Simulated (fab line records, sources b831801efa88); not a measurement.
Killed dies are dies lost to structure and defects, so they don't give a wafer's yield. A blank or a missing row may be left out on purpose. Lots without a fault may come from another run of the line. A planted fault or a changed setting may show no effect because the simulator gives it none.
Problem report in the 8D (eight disciplines) form, filled by code | flow sky130 | the parts of the form that need people (team, actions taken, sign-off) are left out

1. THE PROBLEM
VT_ADJUST_NCORE_TW at SKY_VT_ADJUST_NCORE_TW_MEAS_11 reads a mean of 212.3 on 6 wafers of 2 lots; wafers without a fault read 220.8 with a standard deviation of 1.1. That is -7.7 standard deviations from the usual mean.
First seen on wafer L601.2, day 11 14:50, on film_metro-02. The record holds 42 wafers of 14 lots with a number at this step. Rule for "out", or "out of limits": more than 4 standard deviations from the usual mean. The other wafers with a number count as sound.

2. WHAT IT IS AND WHAT IT IS NOT
question                    | is                     | is not
which readings at this step | VT_ADJUST_NCORE_TW     | -
which lots                  | L601, L604             | L592, L593, L595, L596, L598, L603, L606, L607, L609, L610, L613, L614
which wafers of those lots  | all that have a number | -
read on which gauges        | film_metro-02          | film_metro-03, film_metro-04
when                        | from day 11 14:50      | up to then (15 sound wafers); but 21 sound wafers of L603, L606, L607, L609, L610, L613, L614 came after

3. SUSPECTS, AND WHAT RULES EACH OUT
Counting: a tool at a process step up to the reading stays a suspect if it ran every lot that is out and no sound lot after the first of them.
- the gauge at SKY_VT_ADJUST_NCORE_TW_MEAS_11: ruled out. All the wafers that are out were read on film_metro-02, but those of them that SKY_VT_ADJUST_NCORE_IMPLANT_09 has rows for are out there too, on other tools.
- implanter-02 at SKY_VT_ADJUST_NCORE_IMPLANT_09: ruled out as a lasting fault. Sound lots L613 ran on it after its first lot that is out, L601 (day 11 14:36).
Left after counting: nothing in the record.

4. THE CAUSE (what the simulator had put in)
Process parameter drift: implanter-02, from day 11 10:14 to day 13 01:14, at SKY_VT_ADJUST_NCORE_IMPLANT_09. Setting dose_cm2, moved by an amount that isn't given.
Counting ruled it out, wrongly: the rule takes a fault to strike every lot that its tool runs from its start on, and this one did not.

5. THE CHAIN OF EFFECTS, in route order
Each row: a reading whose mean over the struck wafers that have a number lies more than 3 standard deviations from the usual. Only readings for which the record gives a usual standard deviation are gone through. hours: the time from each lot's start at the first step in this table that gives one to its start at this step, as a median over the lots. sigmas: the change in usual standard deviations.
hours | step                           | reading            | usual      | on struck wafers | change      | sigmas
0     | SKY_VT_ADJUST_NCORE_IMPLANT_09 | dose_ions_cm2      | 2.4004e+12 | 2.1100e+12       | -2.9042e+11 | -99 or more
0     | SKY_VT_ADJUST_NCORE_IMPLANT_09 | faraday_current_uA | 13.55      | 11.76            | -1.79       | -6.4
0     | SKY_VT_ADJUST_NCORE_TW_MEAS_11 | VT_ADJUST_NCORE_TW | 220.8      | 212.3            | -8.5        | -7.7
The process steps in it:
- SKY_VT_ADJUST_NCORE_IMPLANT_09

6. WHAT WOULD HAVE CAUGHT IT SOONER
In this record the first reading out of limits at a measuring or inspecting step was taken at day 11 14:50, 5 hours after the fault began at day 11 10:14.
The tool's own readings at SKY_VT_ADJUST_NCORE_IMPLANT_09 were out on every struck wafer that the step has a row for (dose_ions_cm2, faraday_current_uA): an alarm limit on them would have fired on the first of those.
